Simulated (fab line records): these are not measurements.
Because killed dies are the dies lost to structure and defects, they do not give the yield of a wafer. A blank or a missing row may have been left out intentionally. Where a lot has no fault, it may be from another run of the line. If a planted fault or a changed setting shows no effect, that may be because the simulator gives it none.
A single fault, viewed from 2 desks | flow gf180mcu | only its own numbers are on each desk; what lay behind them is given at the end

FOR THE TOOL OWNER'S DESK: cmp-02
The tool's own readings at GF_V2_CMP_04 (polishes SiO2): means of the sampled wafers that have a number, for each lot that ran on this tool. A lot is out of limits, marked OUT, if its mean lies more than 4 standard deviations from the usual mean; the brackets give that distance.
Columns: A = motor current A at GF_V2_CMP_04, usual 12.5 A; B = time to endpoint s at GF_V2_CMP_04, usual 82 s
lot  | first seen here | A    | B
L941 | day 19 13:50    | 12.8 | 86
L943 | day 20 19:09    | 12.2 | 77
L945 | day 22 06:04    | 12.0 | 82
L947 | day 22 16:25    | 13.9 | 85
L951 | day 23 23:29    | 12.5 | 89
L954 | day 24 23:37    | 12.5 | 93
Finding of this desk: none of the 6 lots has anything out of limits.

FROM THE METROLOGY DESK
Means of the sampled wafers that have a number, per lot and without regard to the tool the lot ran on: this is what the gauges read. A lot is out of limits, marked OUT, if its mean lies more than 4 standard deviations from the usual mean; the brackets give that distance.
Columns: A = cd nm at GF_M2_CD_MEAS_14, usual 279.8 nm; B = cd nm at GF_V2_CD_MEAS_14, usual 259.9 nm
lot  | first seen here | A     | B
L939 | day 18 21:53    | 278.2 | 258.2
L941 | day 19 12:32    | 279.7 | 259.8
L943 | day 20 17:58    | 280.3 | 259.9
L942 | day 21 00:22    | 280.1 | 259.5
L944 | day 21 14:26    | 278.9 | 259.2
L945 | day 22 04:55    | 280.9 | 258.6
L947 | day 22 15:14    | 279.3 | 260.0
L948 | day 23 09:09    | 280.4 | 261.5
L951 | day 23 22:17    | 281.9 | 259.3
L954 | day 24 22:31    | 278.1 | 259.3
L957 | day 25 15:50    | 281.2 | 258.4
L958 | day 25 22:55    | 277.3 | 260.0
Finding of this desk: none of the 12 lots has anything out of limits.

BROUGHT TOGETHER
Nothing out of limits was seen by the tool owner's desk.
Metrology desk: nothing out of limits seen.

WHAT THE SIMULATOR PUT IN
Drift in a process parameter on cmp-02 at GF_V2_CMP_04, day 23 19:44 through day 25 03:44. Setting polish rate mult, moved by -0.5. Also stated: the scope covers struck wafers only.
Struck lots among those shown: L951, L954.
